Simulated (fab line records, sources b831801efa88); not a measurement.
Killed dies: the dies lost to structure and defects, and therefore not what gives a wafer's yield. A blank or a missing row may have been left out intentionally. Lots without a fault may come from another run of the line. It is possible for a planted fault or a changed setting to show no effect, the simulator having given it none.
Which of the tools did it?    flow gf180mcu    13 lots with 37 wafers sampled at 2 steps, on a route of 602 steps

== WHAT THE GAUGES READ, wafer by wafer ==
GF_PSD_CD_MEAS_07: target cd 400 nm. Usual: cdNm 400.4 nm, standard deviation 2.2.
lot   measured      on        cdNm (nm)          flag
L943  day 14 11:14  cdSem-02  400.3 399.1 398.1  
L944  day 14 22:46  cdSem-01  405.0 404.6 404.5  
L945  day 15 02:26  cdSem-02  399.3 399.9 400.4  
L947  day 15 21:18  cdSem-02  399.9 398.0 397.4  
L948  day 16 04:02  cdSem-02  398.3 398.0 400.1  
L949  day 16 21:02  cdSem-01  404.2 402.1 400.0  
L950  day 17 02:59  cdSem-01  399.9 399.0        
L953  day 18 01:16  cdSem-01  401.9 403.0        
L961  day 20 21:26  cdSem-01  402.4 403.9 402.5  
L962  day 21 01:50  cdSem-01  401.1 400.7 399.4  
L963  day 21 13:31  cdSem-01  400.3 401.7 399.6  
L964  day 21 17:57  cdSem-01  398.0 398.1 397.9  
L965  day 22 09:49  cdSem-01  402.6 402.5 402.4  

GF_SAB_OVL_MEAS_10. Usual: SAB_OVL 0.1 nm, standard deviation 1.5.
lot   measured      on          SAB_OVL (nm)    flag
L943  day 15 09:12  overlay-02  0.0 0.5 -0.5    
L944  day 15 21:02  overlay-01  -0.6 -2.1 -0.9  
L945  day 16 00:57  overlay-02  -1.2 0.0 -2.0   
L947  day 16 20:27  overlay-02  -0.1 0.0 1.1    
L948  day 17 03:20  overlay-02  0.1 -0.3 -0.8   
L949  day 17 20:38  overlay-02  -1.3 -0.5 -1.1  
L950  day 18 02:29  overlay-01  1.0 2.2         
L953  day 19 01:53  overlay-02  -2.2 -0.1       
L961  day 21 21:53  overlay-02  -0.2 -0.2 -0.7  
L962  day 22 02:53  overlay-02  1.3 0.2 1.6     
L963  day 22 13:02  overlay-02  -2.9 0.0 -1.1   
L964  day 22 18:30  overlay-01  1.8 0.7 2.9     
L965  day 23 09:17  overlay-02  -0.5 1.0 -1.0   

== WHAT TOOL EACH LOT RAN ON (gives the tool, then ch and the chambers of the sampled wafers, and finally the start) ==
The record shows no process step preceding these readings.

== AS READ BY THE TOOLS THEMSELVES (means over the sampled wafers that have a number; for cases with no such wafer, the mark the record gives instead) ==
The record holds no such reading with a usual standard deviation.

== THE ANSWER, worked out from the rows above alone ==
Rule: a lot is off if the mean of its wafers that have a number lies more than 3 standard deviations from the usual mean. A lot without any number at a reading at which 4 lots or more have one is off too. Where the step has rows for the other lots, those lots are counted as sound. First the gauges in route order, then the tools' own readings, where a lot's mean is used as printed above. The first step at which some lot is off is used, and at that step the reading that is off furthest; a lot without a number counts as furthest.
Across all readings shown, no lot is off: no conclusion can be drawn from this.

== WHAT HAD BEEN PUT IN BY THE SIMULATOR ==
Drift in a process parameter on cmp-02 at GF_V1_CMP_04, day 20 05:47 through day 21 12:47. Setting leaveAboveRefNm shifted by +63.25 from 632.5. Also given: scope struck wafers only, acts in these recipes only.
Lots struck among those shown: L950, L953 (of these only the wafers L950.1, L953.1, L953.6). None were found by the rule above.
